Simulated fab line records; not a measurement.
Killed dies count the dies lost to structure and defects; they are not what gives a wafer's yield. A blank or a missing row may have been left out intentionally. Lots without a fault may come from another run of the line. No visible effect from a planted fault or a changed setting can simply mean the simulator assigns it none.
The same fault as seen by 2 desks ; flow gf180mcu ; what lay behind the numbers comes last; until then each desk has only its own

== THE TOOL OWNER'S DESK: rieSi-01 ==
The tool's own readings at GF_STI_ETCH_14 (etches Si in HBr/Cl2/O2, target depth 360 nm, time 102.9 s): means of the sampled wafers that have a number, for each lot that ran on this tool. The brackets show how far a lot's mean lies from the usual mean; more than 4 standard deviations puts the lot out of limits, marked OUT.
Columns: A = drypumpMotorCurrentA at GF_STI_ETCH_14, usual 5.7 A; B = oesProductAu at GF_STI_ETCH_14, usual 1.006 a.u.; C = runLengthS at GF_STI_ETCH_14, usual 131.3 s; D = throttleValvePct at GF_STI_ETCH_14, usual 25.653 %
lot;first seen here;A;B;C;D
L691;day 2 22:46;5.7;1.003;131.0;25.650
L700;day 4 20:11;5.3;1.007;131.3;25.648
L705;day 5 22:33;5.4;1.007;130.7;25.649
L706;day 6 04:24;5.5;1.002;136.5 (+12) OUT;25.653
L707;day 6 08:13;5.4;1.013;136.2 (+11) OUT;25.661
This desk finds L706, L707 out of limits, L706 being first, at day 6 04:24 (runLengthS at GF_STI_ETCH_14). Within limits: L691, L700, L705.

== THE METROLOGY DESK ==
Means of the sampled wafers that have a number, per lot and without regard to the tool the lot ran on: this is what the gauges read. The brackets show how far a lot's mean lies from the usual mean; more than 4 standard deviations puts the lot out of limits, marked OUT.
Columns: A = NWELL_OVL at GF_NWELL_OVL_MEAS_07, usual 0.0 nm; B = MVSD_OVL at GF_MVSD_OVL_MEAS_07, usual -0.3 nm
lot;first seen here;A;B
L687;day 3 07:15;-0.3;-0.7
L688;day 3 13:36;1.4;-0.9
L689;day 3 17:00;1.7;-0.1
L690;day 4 01:13;-0.2;0.3
L691;day 4 06:42;0.7;-0.4
L695;day 5 02:22;-0.9;0.5
L698;day 5 19:39;2.0;-0.5
L700;day 6 06:28;-2.4;0.5
L705;day 7 09:19;-1.4;0.9
L706;day 7 16:01;0.7;3.2
L707;day 7 19:28;0.7;0.1
L708;day 8 03:17;-2.0;-1.0
L709;day 8 08:25;-1.6;-0.4
Finding of this desk: none of the 13 lots has anything out of limits.

== PUT TOGETHER ==
The tool owner's desk could have raised an alarm at day 6 04:24, on L706, L707.
Nothing out of limits was seen by the metrology desk.
The metrology desk holds a record of L706, L707, inside its limits.
The lots listed all ran GF_STI_ETCH_14 on rieSi-01.

== WHAT WAS PUT IN BY THE SIMULATOR ==
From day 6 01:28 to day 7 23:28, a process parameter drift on rieSi-01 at GF_STI_ETCH_14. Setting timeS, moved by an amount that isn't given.
Lots struck among those shown: L706, L707.
Delay in hours, fault start to first out-of-limits reading, by desk: the tool owner's desk at 3.
